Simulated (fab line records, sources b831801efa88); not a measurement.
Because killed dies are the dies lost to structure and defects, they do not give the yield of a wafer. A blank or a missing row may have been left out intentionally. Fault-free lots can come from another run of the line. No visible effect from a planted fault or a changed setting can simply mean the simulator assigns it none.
A single fault, viewed from 2 desks :: flow sky130 :: each desk holds nothing but its own numbers, with what lay behind them at the end

METROLOGY DESK
What the gauges read for every lot (on any tool): the sampled wafers with a number, averaged. A lot is out of limits, marked OUT, if its mean lies more than 4 standard deviations from the usual mean; the brackets give that distance.
Columns: A = VIA2_W_RS at SKY_VIA2_RS_MEAS_22, usual 0.274 ohm/sq; B = CAPM_TIN_RS at SKY_CAPM_RS_MEAS_03, usual 6.94 ohm/sq; C = CAPM_TIN_THK at SKY_CAPM_THK_MEAS_04, usual 198.0 nm
lot: L812
first seen here: day 37 06:27
A: 0.274
B: 6.87
C: 199.4

lot: L815
first seen here: day 38 08:49
A: 0.273
B: 6.89
C: 198.7

lot: L818
first seen here: day 39 04:53
A: 0.275
B: 9.42 (+33) OUT
C: 165.3 (-15) OUT

lot: L819
first seen here: day 39 06:39
A: 0.276
B: 6.93
C: 199.0

lot: L825
first seen here: day 41 15:43
A: 0.276
B: 6.84
C: 201.1

lot: L829
first seen here: day 43 02:10
A: 0.273
B: 6.99
C: 196.5

lot: L830
first seen here: day 43 08:05
A: 0.275
B: 6.98
C: 196.5

lot: L831
first seen here: day 43 10:27
A: 0.271
B: 7.01
C: 196.6

lot: L832
first seen here: day 43 16:50
A: 0.273
B: 7.01
C: 196.9

lot: L834
first seen here: day 43 18:58
A: 0.274
B: 6.79
C: 203.1
Per this desk, out of limits: L818; the first was L818, day 39 05:59 (CAPM_TIN_RS at SKY_CAPM_RS_MEAS_03). L812, L815, L819, L825, L829, L830, L831, L832, L834: within limits.

FOR THE TOOL OWNER'S DESK: pvd sputter-03
The tool's own readings at SKY_CAPM_SPUTTER_02 (material TiN, target thk 200 nm, time 166.7 s): means of the sampled wafers that have a number, for each lot that ran on this tool. A lot is out of limits, marked OUT, if its mean lies more than 4 standard deviations from the usual mean; the brackets give that distance.
Columns: A = susceptor temp C at SKY_CAPM_SPUTTER_02, usual 299.97 C; B = throttle valve pct at SKY_CAPM_SPUTTER_02, usual 29.7 %
lot: L812
first seen here: day 37 07:10
A: 300.01
B: 30.7

lot: L815
first seen here: day 38 09:30
A: 300.14
B: 29.6

lot: L818
first seen here: day 39 05:50
A: 299.81
B: 30.0

lot: L829
first seen here: day 43 02:53
A: 300.12
B: 29.8

lot: L830
first seen here: day 43 08:49
A: 300.05
B: 28.8

lot: L831
first seen here: day 43 11:10
A: 300.15
B: 29.6

lot: L832
first seen here: day 43 17:31
A: 300.03
B: 30.0
This desk found nothing out of limits on any of the 7 lots.

ALL TOGETHER
At day 39 05:59 the metrology desk could have sounded an alarm, on L818.
Nothing out of limits was seen by the tool owner's desk.
Tool owner's desk: L818 on record, inside its limits.
The lots listed all ran SKY_CAPM_SPUTTER_02 on pvd sputter-03.

WHAT THE SIMULATOR HAD INSERTED
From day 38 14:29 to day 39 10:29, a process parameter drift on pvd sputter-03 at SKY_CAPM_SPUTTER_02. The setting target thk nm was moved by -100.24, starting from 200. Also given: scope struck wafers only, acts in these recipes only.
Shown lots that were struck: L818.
Delay in hours, fault start to first out-of-limits reading, per desk: metrology desk 16.
